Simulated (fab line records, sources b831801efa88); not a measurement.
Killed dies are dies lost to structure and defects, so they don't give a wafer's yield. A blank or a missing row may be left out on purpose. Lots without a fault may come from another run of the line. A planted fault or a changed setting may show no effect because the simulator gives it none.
Which tool did it? | flow sky130 | 11 lots, 33 wafers sampled, at 1 step of a route of 708

WHAT THE GAUGES READ, wafer by wafer
SKY_GATE_OXIDE_OVL_MEAS_10.
lot  | measured     | on         | GATE_OXIDE_OVL (nm)
L909 | day 13 17:47 | overlay-02 | -2.2 -1.4 0.5
L910 | day 14 04:53 | overlay-01 | -0.1 -2.5 0.1
L911 | day 14 07:16 | overlay-02 | 1.3 1.8 -0.2
L913 | day 15 05:35 | overlay-02 | -1.6 1.2 -0.1
L914 | day 15 11:07 | overlay-01 | 2.8 1.6 2.7
L916 | day 16 06:20 | overlay-01 | 2.5 1.6 2.2
L919 | day 17 09:02 | overlay-02 | -2.3 -3.1 -2.1
L924 | day 19 11:38 | overlay-02 | 0.0 -2.6 -3.0
L926 | day 19 23:14 | overlay-01 | -0.4 -0.6 -1.3
L930 | day 21 15:47 | overlay-02 | -1.4 -1.4 0.2
L931 | day 21 21:35 | overlay-01 | 4.1 2.8 1.6

WHICH TOOL RAN EACH LOT (tool, then ch and the chambers of the sampled wafers, then the start)
The record holds no process step before these readings.

THE ANSWER, worked out from the rows above alone
Rule: what is usual is taken from the lots themselves. Put in order of their means at a reading, lots are off if they are a third of the lots or fewer, leave a main group of 4 or more, and stand apart from it by a gap of 3 or more times the standard deviation of the main group's means; of several such gaps the widest counts. A main group whose means are all the same, to the digits that the tables above print for the reading, isn't used. A lot without any number at a reading at which 4 lots or more have one is off too. The other lots that the step has rows for count as sound.
No lot is off at any reading shown: from this, nothing can be told.

WHAT THE SIMULATOR HAD PUT IN
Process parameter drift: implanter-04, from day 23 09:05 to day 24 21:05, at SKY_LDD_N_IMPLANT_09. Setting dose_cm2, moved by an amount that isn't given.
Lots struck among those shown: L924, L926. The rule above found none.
